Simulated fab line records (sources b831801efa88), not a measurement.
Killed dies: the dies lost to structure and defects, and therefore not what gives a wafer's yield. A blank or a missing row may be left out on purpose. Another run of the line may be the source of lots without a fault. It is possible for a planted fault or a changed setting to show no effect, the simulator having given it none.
Chamber matching	flow sky130	4 sister chambers for SKY_VIA3_CMP_02 on cmp-01
The step polishes SiO2. 45 wafers are shown with their chamber, then 12 later ones without.

## EACH WAFER AND ITS CHAMBER
wafer	chamber	motor_current_A (A)	head_pressure_psi (psi)
L074.1	3	12.4	3.991
L074.3	1	10.4	3.994
L074.5	3	12.5	3.995
L075.2	1	10.3	4.010
L075.3	0	12.4	4.000
L075.5	3	12.2	3.988
L076.2	0	12.3	3.984
L076.3	1	10.1	4.004
L076.4	3	12.5	3.991
L077.1	2	13.0	3.986
L077.5	0	12.0	3.997
L077.6	3	12.6	3.995
L078.1	3	13.2	3.991
L078.3	2	12.7	4.010
L078.5	1	10.3	3.998
L079.3	2	12.8	4.007
L079.4	3	12.3	4.011
L079.6	3	11.8	3.999
L080.1	3	12.2	4.002
L080.2	2	13.1	3.989
L080.4	0	13.4	4.002
L081.2	1	10.5	4.017
L081.4	0	12.1	4.004
L081.5	2	13.2	3.975
L083.4	1	10.0	3.993
L083.5	1	10.1	3.985
L083.6	2	12.6	3.998
L082.2	3	12.3	3.987
L082.5	2	12.3	3.990
L082.6	1	10.5	4.000
L085.1	3	12.0	4.002
L085.5	3	12.2	3.990
L085.6	0	12.4	4.015
L086.1	1	10.4	3.997
L086.3	3	12.8	4.006
L086.6	2	12.5	3.998
L089.2	2	12.7	4.003
L089.4	1	11.0	4.000
L089.5	1	11.1	3.998
L090.1	2	12.7	3.996
L090.2	1	10.6	4.003
L090.5	2	12.9	3.995
L091.4	1	10.7	3.999
L091.5	0	12.1	3.985
L091.6	1	10.8	4.001

SIGNATURES, as means of the wafers listed above
reading	chamber 0	chamber 1	chamber 2	chamber 3	scatter within a chamber
motor_current_A	12.386	10.486	12.773	12.385	0.349
head_pressure_psi	3.99814	3.99993	3.99518	3.99600	0.00871
Rule: for a wafer and a chamber, the distance is found by dividing, reading by reading, the gap between the wafer's reading and the chamber's mean by the reading's scatter, squaring, summing and taking the root. The wafer belongs to the nearest chamber; if the next one is less than 2 further off, it can't be placed. How the scatter is found: for the shown wafers, subtract from each reading the mean of its chamber, square and add these, divide the total by (wafers less chambers), then take the root.

## WAFERS WITHOUT THEIR CHAMBER
wafer	motor_current_A (A)	head_pressure_psi (psi)
L092.1	12.7	4.016
L092.3	12.2	3.989
L092.6	12.5	4.009
L093.2	11.8	3.995
L093.5	9.9	4.021
L093.6	11.8	4.012
L095.1	12.7	3.990
L095.4	12.8	4.005
L095.6	12.5	3.999
L096.2	12.1	3.994
L096.3	10.5	3.977
L096.6	12.5	4.006

## THE CHAMBER EACH PASSED THROUGH
wafer	from the rows above	in truth
L092.1	can't be placed: 0 or 2 or 3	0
L092.3	can't be placed: 3 or 0 or 2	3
L092.6	can't be placed: 0 or 3 or 2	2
L093.2	can't be placed: 3 or 0 or 2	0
L093.5	1	1
L093.6	can't be placed: 0 or 3 or 2 or 1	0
L095.1	can't be placed: 2 or 3 or 0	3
L095.4	can't be placed: 2 or 0 or 3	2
L095.6	can't be placed: 0 or 3 or 2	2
L096.2	can't be placed: 3 or 0 or 2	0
L096.3	1	1
L096.6	can't be placed: 0 or 3 or 2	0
Correct placement for 2 of the 12. Unplaceable from these rows: 10, with the true chamber sitting among the candidates in 10. Wrongly placed: 0.
